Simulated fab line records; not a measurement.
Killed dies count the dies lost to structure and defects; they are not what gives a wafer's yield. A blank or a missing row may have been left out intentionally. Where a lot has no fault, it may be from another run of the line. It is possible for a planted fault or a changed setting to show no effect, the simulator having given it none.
What tool caused it? || flow gf180mcu || Sampling: 24 lots, 72 wafers, 5 of 602 route steps

WHAT THE GAUGES SHOWED, per wafer
GF_VT_IMPLANT_TW_MEAS_10. Usual: VT_IMPLANT_TW 572, standard deviation 3.5.
{"lot": "L074", "measured": "day 5 14:49", "on": "film_metro-04", "VT_IMPLANT_TW": "568 568 568", "flag": ""}
{"lot": "L075", "measured": "day 5 21:04", "on": "film_metro-04", "VT_IMPLANT_TW": "569 570 571", "flag": ""}
{"lot": "L076", "measured": "day 6 03:25", "on": "film_metro-02", "VT_IMPLANT_TW": "573 573 570", "flag": ""}
{"lot": "L077", "measured": "day 6 14:12", "on": "film_metro-02", "VT_IMPLANT_TW": "574 574 575", "flag": ""}
{"lot": "L078", "measured": "day 6 19:05", "on": "film_metro-02", "VT_IMPLANT_TW": "575 573 572", "flag": ""}
{"lot": "L079", "measured": "day 6 23:49", "on": "film_metro-04", "VT_IMPLANT_TW": "575 574 571", "flag": ""}
{"lot": "L080", "measured": "day 7 08:31", "on": "film_metro-04", "VT_IMPLANT_TW": "566 568 573", "flag": ""}
{"lot": "L081", "measured": "day 7 11:47", "on": "film_metro-04", "VT_IMPLANT_TW": "568 570 570", "flag": ""}
{"lot": "L082", "measured": "day 7 16:08", "on": "film_metro-02", "VT_IMPLANT_TW": "570 573 571", "flag": ""}
{"lot": "L083", "measured": "day 7 22:58", "on": "film_metro-04", "VT_IMPLANT_TW": "568 568 566", "flag": ""}
{"lot": "L084", "measured": "day 8 07:04", "on": "film_metro-04", "VT_IMPLANT_TW": "569 570 570", "flag": ""}
{"lot": "L085", "measured": "day 8 11:13", "on": "film_metro-02", "VT_IMPLANT_TW": "575 575 577", "flag": ""}
{"lot": "L086", "measured": "day 8 20:07", "on": "film_metro-02", "VT_IMPLANT_TW": "577 576 579", "flag": ""}
{"lot": "L087", "measured": "day 9 01:34", "on": "film_metro-04", "VT_IMPLANT_TW": "575 572 574", "flag": ""}
{"lot": "L088", "measured": "day 9 05:52", "on": "film_metro-02", "VT_IMPLANT_TW": "572 576 572", "flag": ""}
{"lot": "L089", "measured": "day 9 11:58", "on": "film_metro-02", "VT_IMPLANT_TW": "574 572 571", "flag": ""}
{"lot": "L090", "measured": "day 9 20:07", "on": "film_metro-01", "VT_IMPLANT_TW": "568 563 566", "flag": ""}
{"lot": "L091", "measured": "day 10 00:25", "on": "film_metro-01", "VT_IMPLANT_TW": "570 571 571", "flag": ""}
{"lot": "L092", "measured": "day 10 09:21", "on": "film_metro-04", "VT_IMPLANT_TW": "572 571 569", "flag": ""}
{"lot": "L093", "measured": "day 10 12:35", "on": "film_metro-04", "VT_IMPLANT_TW": "572 572 575", "flag": ""}
{"lot": "L094", "measured": "day 10 19:52", "on": "film_metro-02", "VT_IMPLANT_TW": "577 575 575", "flag": ""}
{"lot": "L095", "measured": "day 11 02:56", "on": "film_metro-01", "VT_IMPLANT_TW": "565 569 567", "flag": ""}
{"lot": "L096", "measured": "day 11 09:39", "on": "film_metro-02", "VT_IMPLANT_TW": "576 573 577", "flag": ""}
{"lot": "L097", "measured": "day 11 16:33", "on": "film_metro-02", "VT_IMPLANT_TW": "571 577 574", "flag": ""}

GF_HV_LDD_CD_MEAS_07: the cd target is 400 nm. Usual: cd_nm 399.9 nm, standard deviation 2.4.
{"lot": "L074", "measured": "day 9 23:49", "on": "cd_sem-01", "cd_nm (nm)": "399.3 399.4 399.0", "flag": ""}
{"lot": "L075", "measured": "day 10 06:01", "on": "cd_sem-02", "cd_nm (nm)": "399.0 396.7 396.8", "flag": ""}
{"lot": "L076", "measured": "day 10 15:46", "on": "cd_sem-02", "cd_nm (nm)": "400.6 400.0 397.5", "flag": ""}
{"lot": "L077", "measured": "day 11 02:22", "on": "cd_sem-02", "cd_nm (nm)": "401.8 400.1 401.2", "flag": ""}
{"lot": "L078", "measured": "day 11 10:32", "on": "cd_sem-02", "cd_nm (nm)": "404.8 402.4 404.3", "flag": ""}
{"lot": "L079", "measured": "day 11 16:19", "on": "cd_sem-02", "cd_nm (nm)": "403.7 402.3 402.9", "flag": ""}
{"lot": "L080", "measured": "day 12 02:34", "on": "cd_sem-01", "cd_nm (nm)": "400.5 399.6 398.4", "flag": ""}
{"lot": "L081", "measured": "day 12 04:28", "on": "cd_sem-02", "cd_nm (nm)": "396.7 396.7 395.7", "flag": ""}
{"lot": "L082", "measured": "day 12 14:01", "on": "cd_sem-02", "cd_nm (nm)": "398.8 400.3 399.9", "flag": ""}
{"lot": "L083", "measured": "day 12 21:07", "on": "cd_sem-02", "cd_nm (nm)": "399.8 397.2 401.4", "flag": ""}
{"lot": "L084", "measured": "day 13 05:09", "on": "cd_sem-02", "cd_nm (nm)": "398.8 400.0 399.7", "flag": ""}
{"lot": "L085", "measured": "day 13 10:25", "on": "cd_sem-01", "cd_nm (nm)": "399.6 399.7 400.4", "flag": ""}
{"lot": "L086", "measured": "day 13 21:05", "on": "cd_sem-02", "cd_nm (nm)": "399.7 398.1 397.8", "flag": ""}
{"lot": "L087", "measured": "day 14 01:40", "on": "cd_sem-01", "cd_nm (nm)": "398.7 397.2 399.4", "flag": ""}
{"lot": "L088", "measured": "day 14 08:40", "on": "cd_sem-01", "cd_nm (nm)": "401.9 399.7 399.4", "flag": ""}
{"lot": "L089", "measured": "day 14 18:11", "on": "cd_sem-01", "cd_nm (nm)": "404.8 403.3 403.4", "flag": ""}
{"lot": "L090", "measured": "day 15 00:32", "on": "cd_sem-02", "cd_nm (nm)": "400.9 401.3 405.8", "flag": ""}
{"lot": "L091", "measured": "day 15 08:24", "on": "cd_sem-02", "cd_nm (nm)": "395.1 395.0 396.6", "flag": ""}
{"lot": "L092", "measured": "day 15 17:41", "on": "cd_sem-01", "cd_nm (nm)": "398.7 399.9 398.5", "flag": ""}
{"lot": "L093", "measured": "day 16 01:06", "on": "cd_sem-02", "cd_nm (nm)": "402.8 404.4 402.0", "flag": ""}
{"lot": "L094", "measured": "day 16 07:16", "on": "cd_sem-01", "cd_nm (nm)": "400.5 399.8 399.0", "flag": ""}
{"lot": "L095", "measured": "day 16 16:41", "on": "cd_sem-01", "cd_nm (nm)": "399.8 397.8 401.5", "flag": ""}
{"lot": "L096", "measured": "day 16 22:36", "on": "cd_sem-01", "cd_nm (nm)": "398.1 397.6 397.3", "flag": ""}
{"lot": "L097", "measured": "day 17 07:20", "on": "cd_sem-01", "cd_nm (nm)": "401.0 402.1 401.2", "flag": ""}

GF_HV_LDD_RS_MEAS_53: uses a four-point probe to measure. Usual: HV_LDD_RS 418.4 ohm/sq, standard deviation 1.1.
{"lot": "L074", "measured": "day 12 09:16", "on": "film_metro-04", "HV_LDD_RS (ohm/sq)": "417.4 417.4 417.5", "flag": ""}
{"lot": "L075", "measured": "day 12 18:49", "on": "film_metro-04", "HV_LDD_RS (ohm/sq)": "417.8 417.3 417.4", "flag": ""}
{"lot": "L076", "measured": "day 13 03:16", "on": "film_metro-04", "HV_LDD_RS (ohm/sq)": "418.6 419.4 418.6", "flag": ""}
{"lot": "L077", "measured": "day 13 14:52", "on": "film_metro-03", "HV_LDD_RS (ohm/sq)": "417.2 417.5 418.2", "flag": ""}
{"lot": "L078", "measured": "day 14 00:10", "on": "film_metro-04", "HV_LDD_RS (ohm/sq)": "418.5 418.9 418.7", "flag": ""}
{"lot": "L079", "measured": "day 14 06:45", "on": "film_metro-04", "HV_LDD_RS (ohm/sq)": "416.9 417.9 417.9", "flag": ""}
{"lot": "L080", "measured": "day 14 17:49", "on": "film_metro-02", "HV_LDD_RS (ohm/sq)": "418.2 417.4 417.4", "flag": ""}
{"lot": "L081", "measured": "day 14 21:11", "on": "film_metro-04", "HV_LDD_RS (ohm/sq)": "418.7 418.3 417.8", "flag": ""}
{"lot": "L082", "measured": "day 15 07:21", "on": "film_metro-04", "HV_LDD_RS (ohm/sq)": "418.9 419.2 420.2", "flag": ""}
{"lot": "L083", "measured": "day 15 13:51", "on": "film_metro-02", "HV_LDD_RS (ohm/sq)": "418.0 418.8 418.6", "flag": ""}
{"lot": "L084", "measured": "day 15 22:16", "on": "film_metro-02", "HV_LDD_RS (ohm/sq)": "419.4 419.0 419.1", "flag": ""}
{"lot": "L085", "measured": "day 16 05:20", "on": "film_metro-03", "HV_LDD_RS (ohm/sq)": "419.0 419.1 418.2", "flag": ""}
{"lot": "L086", "measured": "day 16 17:05", "on": "film_metro-03", "HV_LDD_RS (ohm/sq)": "418.1 416.6 416.5", "flag": ""}
{"lot": "L087", "measured": "day 16 20:46", "on": "film_metro-02", "HV_LDD_RS (ohm/sq)": "420.3 420.4 420.1", "flag": ""}
{"lot": "L088", "measured": "day 17 04:36", "on": "film_metro-04", "HV_LDD_RS (ohm/sq)": "419.9 419.9 419.9", "flag": ""}
{"lot": "L089", "measured": "day 17 15:29", "on": "film_metro-02", "HV_LDD_RS (ohm/sq)": "418.9 420.0 418.2", "flag": ""}
{"lot": "L090", "measured": "day 17 21:52", "on": "film_metro-02", "HV_LDD_RS (ohm/sq)": "417.1 418.2 419.2", "flag": ""}
{"lot": "L091", "measured": "day 18 07:10", "on": "film_metro-04", "HV_LDD_RS (ohm/sq)": "420.0 418.9 418.1", "flag": ""}
{"lot": "L092", "measured": "day 18 16:46", "on": "film_metro-04", "HV_LDD_RS (ohm/sq)": "418.5 419.0 419.2", "flag": ""}
{"lot": "L093", "measured": "day 19 00:56", "on": "film_metro-04", "HV_LDD_RS (ohm/sq)": "417.6 416.7 416.5", "flag": ""}
{"lot": "L094", "measured": "day 19 07:19", "on": "film_metro-02", "HV_LDD_RS (ohm/sq)": "418.7 420.2 420.3", "flag": ""}
{"lot": "L095", "measured": "day 19 17:53", "on": "film_metro-03", "HV_LDD_RS (ohm/sq)": "416.1 418.6 418.0", "flag": ""}
{"lot": "L096", "measured": "day 20 00:47", "on": "film_metro-03", "HV_LDD_RS (ohm/sq)": "415.9 415.9 417.1", "flag": ""}
{"lot": "L097", "measured": "day 20 09:19", "on": "film_metro-02", "HV_LDD_RS (ohm/sq)": "418.6 419.0 419.6", "flag": ""}

GF_V1_THK_MEAS_03. Usual: V1_CVD_02_THK 853 nm, standard deviation 16.
{"lot": "L074", "measured": "day 17 02:29", "on": "film_metro-01", "V1_CVD_02_THK (nm)": "861 855 875", "flag": ""}
{"lot": "L075", "measured": "day 17 15:12", "on": "film_metro-03", "V1_CVD_02_THK (nm)": "861 850 863", "flag": ""}
{"lot": "L076", "measured": "day 18 00:47", "on": "film_metro-02", "V1_CVD_02_THK (nm)": "856 849 853", "flag": ""}
{"lot": "L077", "measured": "day 18 13:56", "on": "film_metro-03", "V1_CVD_02_THK (nm)": "860 860 860", "flag": ""}
{"lot": "L078", "measured": "day 19 02:01", "on": "film_metro-03", "V1_CVD_02_THK (nm)": "833 832 845", "flag": ""}
{"lot": "L079", "measured": "day 19 08:35", "on": "film_metro-01", "V1_CVD_02_THK (nm)": "859 865 865", "flag": ""}
{"lot": "L080", "measured": "day 20 00:23", "on": "film_metro-03", "V1_CVD_02_THK (nm)": "826 830 841", "flag": ""}
{"lot": "L081", "measured": "day 20 00:56", "on": "film_metro-01", "V1_CVD_02_THK (nm)": "845 855 847", "flag": ""}
{"lot": "L082", "measured": "day 20 15:13", "on": "film_metro-02", "V1_CVD_02_THK (nm)": "875 878 877", "flag": ""}
{"lot": "L083", "measured": "day 20 20:34", "on": "film_metro-03", "V1_CVD_02_THK (nm)": "864 864 867", "flag": ""}
{"lot": "L084", "measured": "day 21 05:28", "on": "film_metro-01", "V1_CVD_02_THK (nm)": "843 863 823", "flag": ""}
{"lot": "L085", "measured": "day 21 15:00", "on": "film_metro-02", "V1_CVD_02_THK (nm)": "827 865 830", "flag": ""}
{"lot": "L086", "measured": "day 22 02:18", "on": "film_metro-02", "V1_CVD_02_THK (nm)": "823 837 841", "flag": ""}
{"lot": "L087", "measured": "day 22 04:59", "on": "film_metro-02", "V1_CVD_02_THK (nm)": "837 825 838", "flag": ""}
{"lot": "L088", "measured": "day 22 13:59", "on": "film_metro-01", "V1_CVD_02_THK (nm)": "837 837 819", "flag": ""}
{"lot": "L089", "measured": "day 22 22:07", "on": "film_metro-02", "V1_CVD_02_THK (nm)": "841 855 868", "flag": ""}
{"lot": "L090", "measured": "day 23 07:25", "on": "film_metro-03", "V1_CVD_02_THK (nm)": "875 846 891", "flag": ""}
{"lot": "L091", "measured": "day 23 15:29", "on": "film_metro-01", "V1_CVD_02_THK (nm)": "823 849 872", "flag": ""}
{"lot": "L092", "measured": "day 23 23:56", "on": "film_metro-03", "V1_CVD_02_THK (nm)": "845 880 871", "flag": ""}
{"lot": "L093", "measured": "day 24 08:10", "on": "film_metro-01", "V1_CVD_02_THK (nm)": "831 850 855", "flag": ""}
{"lot": "L094", "measured": "day 24 12:01", "on": "film_metro-02", "V1_CVD_02_THK (nm)": "872 860 883", "flag": ""}
{"lot": "L095", "measured": "day 24 22:02", "on": "film_metro-01", "V1_CVD_02_THK (nm)": "841 847 866", "flag": ""}
{"lot": "L096", "measured": "day 25 04:56", "on": "film_metro-01", "V1_CVD_02_THK (nm)": "855 882 892", "flag": ""}
{"lot": "L097", "measured": "day 25 13:37", "on": "film_metro-01", "V1_CVD_02_THK (nm)": "834 837 844", "flag": ""}

WHAT TOOL EACH LOT RAN ON (gives the tool, then ch and the chambers of the sampled wafers, and finally the start)
{"lot": "L074", "GF_SALICIDE_RTA_06": "rtp_anneal-01 ch 0, day 15 03:13"}
{"lot": "L075", "GF_SALICIDE_RTA_06": "rtp_anneal-01 ch 0, day 15 13:46"}
{"lot": "L076", "GF_SALICIDE_RTA_06": "rtp_anneal-01 ch 0, day 15 23:30"}
{"lot": "L077", "GF_SALICIDE_RTA_06": "rtp_anneal-01 ch 0, day 16 12:31"}
{"lot": "L078", "GF_SALICIDE_RTA_06": "rtp_anneal-02 ch 0, day 16 22:43"}
{"lot": "L079", "GF_SALICIDE_RTA_06": "rtp_anneal-02 ch 0, day 17 05:17"}
{"lot": "L080", "GF_SALICIDE_RTA_06": "rtp_anneal-01 ch 0, day 17 18:45"}
{"lot": "L081", "GF_SALICIDE_RTA_06": "rtp_anneal-01 ch 0, day 17 20:37"}
{"lot": "L082", "GF_SALICIDE_RTA_06": "rtp_anneal-02 ch 0, day 18 11:03"}
{"lot": "L083", "GF_SALICIDE_RTA_06": "rtp_anneal-01 ch 0, day 18 16:34"}
{"lot": "L084", "GF_SALICIDE_RTA_06": "rtp_anneal-02 ch 0, day 19 01:08"}
{"lot": "L085", "GF_SALICIDE_RTA_06": "rtp_anneal-01 ch 0, day 19 10:14"}
{"lot": "L086", "GF_SALICIDE_RTA_06": "rtp_anneal-02 ch 0, day 19 22:13"}
{"lot": "L087", "GF_SALICIDE_RTA_06": "rtp_anneal-02 ch 0, day 20 01:40"}
{"lot": "L088", "GF_SALICIDE_RTA_06": "rtp_anneal-02 ch 0, day 20 09:55"}
{"lot": "L089", "GF_SALICIDE_RTA_06": "rtp_anneal-02 ch 0, day 20 19:35"}
{"lot": "L090", "GF_SALICIDE_RTA_06": "rtp_anneal-01 ch 0, day 21 04:59"}
{"lot": "L091", "GF_SALICIDE_RTA_06": "rtp_anneal-02 ch 0, day 21 13:14"}
{"lot": "L092", "GF_SALICIDE_RTA_06": "rtp_anneal-02 ch 0, day 21 22:43"}
{"lot": "L093", "GF_SALICIDE_RTA_06": "rtp_anneal-01 ch 0, day 22 06:46"}
{"lot": "L094", "GF_SALICIDE_RTA_06": "rtp_anneal-01 ch 0, day 22 12:10"}
{"lot": "L095", "GF_SALICIDE_RTA_06": "rtp_anneal-02 ch 0, day 22 22:06"}
{"lot": "L096", "GF_SALICIDE_RTA_06": "rtp_anneal-02 ch 0, day 23 04:48"}
{"lot": "L097", "GF_SALICIDE_RTA_06": "rtp_anneal-01 ch 0, day 23 14:17"}
- GF_SALICIDE_RTA_06: time 30 s.

WHAT THE TOOLS THEMSELVES READ (means of the sampled wafers that have a number; where no wafer has one, the mark that the record gives instead)
GF_SALICIDE_RTA_06. Usual: anneal_temp_c_max 532.7, standard deviation 0.58; lamp_power_pct 6.8 %, standard deviation 0.51; wafer_temp_C_max 532.1, standard deviation 0.72.
{"lot": "L074", "tool": "rtp_anneal-01", "anneal_temp_c_max": 532.6, "lamp_power_pct (%)": 6.3, "wafer_temp_C_max": 533.1, "flag": ""}
{"lot": "L075", "tool": "rtp_anneal-01", "anneal_temp_c_max": 532.4, "lamp_power_pct (%)": 6.3, "wafer_temp_C_max": 532.8, "flag": ""}
{"lot": "L076", "tool": "rtp_anneal-01", "anneal_temp_c_max": 532.9, "lamp_power_pct (%)": 6.3, "wafer_temp_C_max": 532.7, "flag": ""}
{"lot": "L077", "tool": "rtp_anneal-01", "anneal_temp_c_max": 533.3, "lamp_power_pct (%)": 6.3, "wafer_temp_C_max": 532.1, "flag": ""}
{"lot": "L078", "tool": "rtp_anneal-02", "anneal_temp_c_max": 532.4, "lamp_power_pct (%)": 7.3, "wafer_temp_C_max": 531.8, "flag": ""}
{"lot": "L079", "tool": "rtp_anneal-02", "anneal_temp_c_max": 532.7, "lamp_power_pct (%)": 7.3, "wafer_temp_C_max": 531.9, "flag": ""}
{"lot": "L080", "tool": "rtp_anneal-01", "anneal_temp_c_max": 533.2, "lamp_power_pct (%)": 6.3, "wafer_temp_C_max": 532.5, "flag": ""}
{"lot": "L081", "tool": "rtp_anneal-01", "anneal_temp_c_max": 532.8, "lamp_power_pct (%)": 6.3, "wafer_temp_C_max": 532.1, "flag": ""}
{"lot": "L082", "tool": "rtp_anneal-02", "anneal_temp_c_max": 532.0, "lamp_power_pct (%)": 7.3, "wafer_temp_C_max": 531.9, "flag": ""}
{"lot": "L083", "tool": "rtp_anneal-01", "anneal_temp_c_max": 533.4, "lamp_power_pct (%)": 6.3, "wafer_temp_C_max": 533.1, "flag": ""}
{"lot": "L084", "tool": "rtp_anneal-02", "anneal_temp_c_max": 532.2, "lamp_power_pct (%)": 7.3, "wafer_temp_C_max": 531.4, "flag": ""}
{"lot": "L085", "tool": "rtp_anneal-01", "anneal_temp_c_max": 533.0, "lamp_power_pct (%)": 6.3, "wafer_temp_C_max": 532.8, "flag": ""}
{"lot": "L086", "tool": "rtp_anneal-02", "anneal_temp_c_max": 532.6, "lamp_power_pct (%)": 7.3, "wafer_temp_C_max": 531.5, "flag": ""}
{"lot": "L087", "tool": "rtp_anneal-02", "anneal_temp_c_max": 532.2, "lamp_power_pct (%)": 7.3, "wafer_temp_C_max": 531.4, "flag": ""}
{"lot": "L088", "tool": "rtp_anneal-02", "anneal_temp_c_max": 532.1, "lamp_power_pct (%)": 7.3, "wafer_temp_C_max": 531.1, "flag": ""}
{"lot": "L089", "tool": "rtp_anneal-02", "anneal_temp_c_max": 532.6, "lamp_power_pct (%)": 7.3, "wafer_temp_C_max": 531.4, "flag": ""}
{"lot": "L090", "tool": "rtp_anneal-01", "anneal_temp_c_max": 533.7, "lamp_power_pct (%)": 6.3, "wafer_temp_C_max": 532.9, "flag": ""}
{"lot": "L091", "tool": "rtp_anneal-02", "anneal_temp_c_max": 532.5, "lamp_power_pct (%)": 7.3, "wafer_temp_C_max": 531.4, "flag": ""}
{"lot": "L092", "tool": "rtp_anneal-02", "anneal_temp_c_max": 532.5, "lamp_power_pct (%)": 7.3, "wafer_temp_C_max": 531.7, "flag": ""}
{"lot": "L093", "tool": "rtp_anneal-01", "anneal_temp_c_max": 532.9, "lamp_power_pct (%)": 6.3, "wafer_temp_C_max": 532.8, "flag": ""}
{"lot": "L094", "tool": "rtp_anneal-01", "anneal_temp_c_max": 533.5, "lamp_power_pct (%)": 6.3, "wafer_temp_C_max": 532.6, "flag": ""}
{"lot": "L095", "tool": "rtp_anneal-02", "anneal_temp_c_max": 532.5, "lamp_power_pct (%)": 7.3, "wafer_temp_C_max": 531.7, "flag": ""}
{"lot": "L096", "tool": "rtp_anneal-02", "anneal_temp_c_max": 532.1, "lamp_power_pct (%)": 7.3, "wafer_temp_C_max": 531.3, "flag": ""}
{"lot": "L097", "tool": "rtp_anneal-01", "anneal_temp_c_max": 532.9, "lamp_power_pct (%)": 6.3, "wafer_temp_C_max": 533.0, "flag": ""}

THE ANSWER, worked out from the rows above alone
Rule: a lot counts as off when the mean over its wafers that have a number is more than 3 standard deviations away from the usual mean. Also off: a lot with no number at a reading for which 4 or more lots have one. All remaining lots with rows at the step are treated as sound. First the gauges in route order, then the tools' own readings, where a lot's mean is used as printed above. At the first step where some lot is off, the reading lying furthest off is the one used; lots without a number count as furthest.
No lot is off on any of the readings shown, so nothing can be concluded from this.

WHAT THE SIMULATOR HAD PUT IN
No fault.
